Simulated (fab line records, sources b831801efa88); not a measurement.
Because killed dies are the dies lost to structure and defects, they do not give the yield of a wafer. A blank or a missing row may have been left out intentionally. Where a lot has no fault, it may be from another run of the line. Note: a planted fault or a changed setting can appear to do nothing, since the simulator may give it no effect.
The tool behind it: which one?    flow gf180mcu    13 lots with 38 wafers sampled at 3 steps, on a route of 602 steps

## WHAT THE GAUGES SHOWED, per wafer
GF_M2_CD_MEAS_14: target cd 280 nm. Usual: cd-nm 279.5 nm, standard deviation 1.1.
lot   measured      on         cd-nm (nm)         flag
L536  day 19 11:13  cd-sem-02  277.5 278.4 279.1  
L537  day 20 01:18  cd-sem-02  281.3 279.5 279.5  
L538  day 20 13:24  cd-sem-01  279.8 279.1 279.3  
L539  day 21 02:26  cd-sem-01  279.6 279.8 279.6  
L541  day 21 08:35  cd-sem-01  279.0 278.8 277.7  
L542  day 21 19:23  cd-sem-02  277.9 277.7 278.2  
L544  day 22 06:23  cd-sem-01  281.4 281.5 280.9  
L546  day 23 01:52  cd-sem-01  278.6 279.5 279.2  
L545  day 23 02:08  cd-sem-01  280.7 279.5 280.4  
L548  day 23 21:20  cd-sem-01  279.8 281.1 282.6  
L553  day 25 09:48  cd-sem-01  279.7 279.7 279.7  
L557  day 26 07:56  cd-sem-01  279.3 279.8 279.9  
L558  day 26 11:35  cd-sem-02  280.7 279.3        

GF_V2_BOW_MEAS_05. Usual: V2_BOW gives 103 um (standard deviation 7.8).
lot   measured      on             V2_BOW (um)  flag
L536  day 19 12:46  film-metro-02  100 109 112  
L537  day 20 02:41  film-metro-02  101 94 101   
L538  day 20 15:02  film-metro-01  108 94 111   
L539  day 21 03:56  film-metro-02  115 118 113  
L541  day 21 10:05  film-metro-02  107 102 110  
L542  day 21 20:52  film-metro-04  100 104 104  
L544  day 22 07:47  film-metro-01  102 100 95   
L546  day 23 03:22  film-metro-04  99 98 102    
L545  day 23 03:43  film-metro-01  114 99 101   
L548  day 23 22:44  film-metro-02  94 120 107   
L553  day 25 12:12  film-metro-02  101 109 104  
L557  day 26 09:45  film-metro-01  95 84 92     
L558  day 26 13:02  film-metro-02  106 113      

GF_V2_OVL_MEAS_15. Usual: V2_OVL gives -5 nm (standard deviation 5.1).
lot   measured      on          V2_OVL (nm)  flag
L536  day 20 12:37  overlay-02  -2 -4 -12    
L537  day 21 02:15  overlay-02  -13 -11 -9   
L538  day 21 14:21  overlay-02  -7 -3 -2     
L539  day 22 03:36  overlay-01  -3 -1 -6     
L541  day 22 09:30  overlay-02  -13 -14 -10  
L542  day 22 20:28  overlay-02  -11 1 -4     
L544  day 23 07:00  overlay-01  -14 -5 -13   
L546  day 24 02:18  overlay-02  -15 -7 -6    
L545  day 24 02:43  overlay-01  -6 -2 1      
L548  day 24 20:54  overlay-01  0 -5 -4      
L553  day 26 09:48  overlay-01  0 -8 -5      
L557  day 27 05:31  overlay-01  -8 -7 2      
L558  day 27 08:48  overlay-02  4 0          

## EACH LOT AND THE TOOL THAT RAN IT (in order: tool; ch and the chambers of the sampled wafers; start)
There is no process step in the record ahead of these readings.

## AS READ BY THE TOOLS THEMSELVES (means over the sampled wafers that have a number; for cases with no such wafer, the mark the record gives instead)
The record holds no such reading with a usual standard deviation.

## THE ANSWER, worked out from the rows above alone
Rule: a lot is off if the mean of its wafers that have a number lies more than 3 standard deviations from the usual mean. Also off: a lot with no number at a reading for which 4 or more lots have one. Any other lot the step has rows for is counted as sound. After the gauges, taken in route order, come the tools' own readings; for these a lot's mean is taken, as printed above. The first step at which some lot is off is used, and at that step the reading that is off furthest; a lot without a number counts as furthest.
Nothing can be told from this: no lot is off at any reading shown.

## WHAT THE SIMULATOR HAD INSERTED
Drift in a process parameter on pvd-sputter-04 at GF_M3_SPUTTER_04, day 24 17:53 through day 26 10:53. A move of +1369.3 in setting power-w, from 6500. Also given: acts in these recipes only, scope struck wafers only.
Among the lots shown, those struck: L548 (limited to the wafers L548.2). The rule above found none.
